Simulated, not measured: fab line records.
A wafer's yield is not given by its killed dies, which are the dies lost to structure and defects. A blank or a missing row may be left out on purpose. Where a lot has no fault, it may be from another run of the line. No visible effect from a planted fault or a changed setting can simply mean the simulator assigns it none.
fab line records ; flow sky130
record: lots: 6; wafers: 18; last-day: 50
route steps=708 shown NWELL@63
lots that met no fault: from a run of the same line without faults
start-h: hours from the record's first day to the start of the lot's first wafer shown ; wait-h: time in hours since the lot's previous step ; " the same as in the row above ; L1.1+2: a row that stands for several wafers ; - either no value or no given start ; * or withheld: withheld ; < > ~ a bound
route shown NAME@n: NAME is a module with steps in the file, n the number in the route of the first one ; usual: the fault-free wafers' mean and standard deviation ; same: alike in all rows ; chamber/n: place in a boat ; sites: readings site by site ; _std_site: standard deviation across them ; _edge_site: inner sites' mean taken away from outer sites' mean ; radius-mm: how far each site lies from the wafer's centre ; mask NAME#n: copy n ; behind: the tool/chamber that last shaped the wafer ; hold: why the lot was held/for how many hours/how that ended ; device: transistor that didn't switch, given as n, p or np ; end of line: the same wafers' tests at the end of the route ; a step given without rows: its recipe and nothing more ; killed: not the wafer's yield, but the dies lost to structure and defects at the first sort ; map: the dies of a wafer, with x for killed, . for not killed, _ for no die there
set.NAME: the setting that was run; set.NAME@STEP: the one run at that earlier step ; model.NAME: the simulator's own value behind a step, which no gauge read
lots seen at some steps along the route; tables by step, rows by wafer
services: the hour from which a tool's chamber was out of use, counted from the record's first day as start-h (under 0 if before that day), plus the number of hours and why
== steps ==
step: SKY_NWELL_OVL_MEAS_10
usual: NWELL_00_OVL: 0.7/1.3
lot.wafer;tool;chamber;start-h;wait-h;NWELL_00_OVL[nm]
L686.3;overlay-02;-;105.32;-;1.7
L686.5;overlay-02;-;105.32;-;1.8
L686.6;overlay-02;-;105.32;-;1.3
L695.1;overlay-02;-;153.75;-;-1.3
L695.3;overlay-02;-;153.75;-;-1.8
L695.6;overlay-02;-;153.75;-;-0.4
L696.2;overlay-02;-;158.36;-;1.2
L696.5;overlay-02;-;158.36;-;1.1
L696.6;overlay-02;-;158.36;-;-0.3
L700.2;overlay-01;-;184.70;-;1.7
L700.4;overlay-01;-;184.70;-;0.3
L700.5;overlay-01;-;184.70;-;0.9
L702.2;overlay-02;-;195.69;-;-1.0
L702.5;overlay-02;-;195.69;-;1.0
L702.6;overlay-02;-;195.69;-;-0.2
L706.1;overlay-01;-;217.53;-;-0.7
L706.2;overlay-01;-;217.53;-;0.6
L706.5;overlay-01;-;217.53;-;0.5
step: SKY_NWELL_IMPLANT_11
recipe: species: P; energy-kev: 400; dose-cm2: 1.884e+13; tilt-deg: withheld
step: SKY_NWELL_IMPLANT_12
recipe: species: P; energy-kev: 120; dose-cm2: 1.3e+12; tilt-deg: withheld
step: SKY_NWELL_IMPLANT_13
recipe: species: P; energy-kev: 50; dose-cm2: 7e+11; tilt-deg: withheld
step: SKY_NWELL_STRIP_14
recipe: chemistry: O2/N2; power-w: 1400; pressure-mtorr: 1500; platen-temp-c: withheld; o2-flow-sccm: 3000; n2-flow-sccm: 300; overash-fraction: 0.5
usual: drypump-motor-current-A: 5.8/0.6; o2-flow-sccm: 3001/8.8; oes-product-au: 0.723/0.0048; strip-time-to-endpoint-s: 36.93/0.092
lot.wafer;tool;chamber;start-h;wait-h;drypump-motor-current-A;o2-flow-sccm;oes-product-au;rf-hours-counter-h;strip-time-to-endpoint-s
L686.3;plasma-asher-03;1;105.82;0.1;6.8;2992;0.719;-;37.01
L686.5;plasma-asher-03;1;105.82;0.1;6.8;3003;0.726;-;36.90
L686.6;plasma-asher-03;0;105.82;0.1;5.8;3001;0.723;-;36.98
L695.1;plasma-asher-01;0;154.24;0.1;5.5;2997;0.724;48;36.90
L695.3;plasma-asher-01;1;154.24;0.1;6.3;3009;0.733;-;36.88
L695.6;plasma-asher-01;0;154.24;0.1;5.5;2993;0.722;-;36.89
L696.2;plasma-asher-01;1;158.84;0.1;6.3;2991;0.718;48;36.80
L696.5;plasma-asher-01;1;158.84;0.1;6.3;2998;0.718;-;36.84
L696.6;plasma-asher-01;0;158.84;0.1;5.4;2998;0.717;-;36.85
L700.2;plasma-asher-04;0;185.18;0.1;5.0;2996;0.727;6;36.90
L700.4;plasma-asher-04;1;185.18;0.1;5.4;3005;0.718;-;36.93
L700.5;plasma-asher-04;0;185.18;0.1;5.0;2993;0.728;-;37.00
L702.2;plasma-asher-03;0;196.17;0.1;5.8;3001;0.722;50;36.82
L702.5;plasma-asher-03;0;196.17;0.1;5.7;3002;0.717;-;36.97
L702.6;plasma-asher-03;1;196.17;0.1;6.8;3003;0.728;-;36.96
L706.1;plasma-asher-03;1;218.02;0.1;6.8;3009;0.727;53;36.85
L706.2;plasma-asher-03;0;218.02;0.1;5.8;3004;0.727;53;36.76
L706.5;plasma-asher-03;0;218.02;0.1;5.8;2999;0.713;-;36.75
step: SKY_NWELL_TW_MEAS_15
usual: NWELL_TW: 1818/24
lot.wafer;tool;chamber;start-h;wait-h;NWELL_TW
L686.3;film-metro-01;-;105.91;0.1;1797
L686.5;film-metro-01;-;105.91;0.1;1810
L686.6;film-metro-01;-;105.91;0.1;1801
L695.1;film-metro-01;-;154.34;0.1;1805
L695.3;film-metro-01;-;154.34;0.1;1801
L695.6;film-metro-01;-;154.34;0.1;1801
L696.2;film-metro-01;-;158.95;0.1;1808
L696.5;film-metro-01;-;158.95;0.1;1801
L696.6;film-metro-01;-;158.95;0.1;1803
L700.2;film-metro-02;-;185.29;0.1;1807
L700.4;film-metro-02;-;185.29;0.1;1805
L700.5;film-metro-02;-;185.29;0.1;1806
L702.2;film-metro-02;-;196.28;0.1;1812
L702.5;film-metro-02;-;196.28;0.1;1819
L702.6;film-metro-02;-;196.28;0.1;1806
L706.1;film-metro-01;-;218.12;0.1;1798
L706.2;film-metro-01;-;218.12;0.1;1787
L706.5;film-metro-01;-;218.12;0.1;1787
step: SKY_NWELL_DEHYDRATE_16
recipe: temp-c: 200; time-s: 60
step: SKY_NWELL_HMDS_17
recipe: prime-time-s: 60; prime-temp-c: 120
step: SKY_NWELL_COAT_18
recipe: spin-rpm: 2000; resist-thk-nm: 3000
step: SKY_NWELL_SOFTBAKE_19
recipe: temp-c: 110; time-s: withheld
step: SKY_NWELL_EXPOSE_20
recipe: mask-id: NWM_COMPLEMENT; na: 0.6; source-shape: conventional; sigma-outer: 0.6; polarization: unpolarized; target-cd-nm: 840; dose-mj: 260
step: SKY_NWELL_PEB_21
recipe: temp-c: 115; time-s: withheld
step: SKY_NWELL_DEVELOP_22
recipe: wall-angle-deg: 90; developer: TMAH; develop-time-s: 60; dev-temp-c: 23
usual: chill-plate-temp-C: 22.97/0.091; develop-time-s: 60/0
lot.wafer;tool;chamber;start-h;wait-h;chill-plate-temp-C;develop-time-s
L686.3;litho-track-04;0;123;-;23.12;60
L686.5;litho-track-04;0;123;-;23.03;60
L686.6;litho-track-04;0;123;-;23.00;60
L695.1;litho-track-01;-;174;-;-;-
L695.3;litho-track-01;-;174;-;-;-
L695.6;litho-track-01;-;174;-;-;-
L696.2;litho-track-03;-;178;-;-;-
L696.5;litho-track-03;-;178;-;-;-
L696.6;litho-track-03;-;178;-;-;-
L700.2;litho-track-04;0;206;-;23.18;60
L700.4;litho-track-04;0;206;-;23.03;60
L700.5;litho-track-04;0;206;-;23.05;60
L702.2;litho-track-03;0;217;-;22.87;60
L702.5;litho-track-03;0;217;-;23.01;60
L702.6;litho-track-03;0;217;-;22.83;60
L706.1;litho-track-03;0;240;-;22.73;60
L706.2;litho-track-03;0;240;-;22.99;60
L706.5;litho-track-03;0;240;-;22.97;60
step: SKY_NWELL_OVL_MEAS_23
usual: NWELL_01_OVL: -0.5/1.1
lot.wafer;tool;chamber;start-h;wait-h;NWELL_01_OVL[nm]
L686.3;overlay-02;-;123.52;-;0.4
L686.5;overlay-02;-;123.52;-;-1.3
L686.6;overlay-02;-;123.52;-;-1.3
L695.1;overlay-01;-;174.43;-;-
L695.3;overlay-01;-;174.43;-;-
L695.6;overlay-01;-;174.43;-;-
L696.2;overlay-01;-;178.50;-;-
L696.5;overlay-01;-;178.50;-;-
L696.6;overlay-01;-;178.50;-;-
L700.2;overlay-02;-;206.81;-;0.0
L700.4;overlay-02;-;206.81;-;-0.4
L700.5;overlay-02;-;206.81;-;0.2
L702.2;overlay-01;-;217.70;-;-0.3
L702.5;overlay-01;-;217.70;-;-0.5
L702.6;overlay-01;-;217.70;-;-0.8
L706.1;overlay-02;-;241.05;-;-2.6
L706.2;overlay-02;-;241.05;-;-1.5
L706.5;overlay-02;-;241.05;-;-0.4
== services ==
tool;chamber;start-h;hours;kind
plasma-asher-04;-;108.80;9.0;pm
plasma-asher-04;0;108.80;9.0;vent-cycle
plasma-asher-04;1;108.80;9.0;vent-cycle
plasma-asher-04;0;117.80;-;clean
plasma-asher-04;1;117.80;-;clean
plasma-asher-01;-;169.70;1.8;repair
plasma-asher-04;-;199.24;2.8;pm
plasma-asher-04;-;217.45;0.4;repair
plasma-asher-03;-;226.55;4.0;repair
== key ==
first-sign: step: SKY_NWELL_DEVELOP_22; reading: tool-record; direction: missing
effect none on later readings
met-at SKY_NWELL_DEVELOP_22
struck-wafers L695.1,L695.3,L695.6,L696.2,L696.5,L696.6
sort-left-out L695.1,L695.3,L695.6,L696.2,L696.5,L696.6
tester-left-out L695,L696
fault: kind: skipped-step-whole; tool: litho-track-01,litho-track-03; chamber: -; onset-h: 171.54; steps: SKY_NWELL_DEVELOP_22; scope: struck-lots-only
tester-left-out: of these lots the tester's yield and bins aren't shown, on N5 and GAA mostly nor the transistor test; their killed dies are dies lost to structure and defects alone, not to doping, threshold or leakage, so they don't give the yield
sort-left-out: the simulated sort isn't trusted on such a fault, so these wafers' sort isn't shown, and their yield isn't known
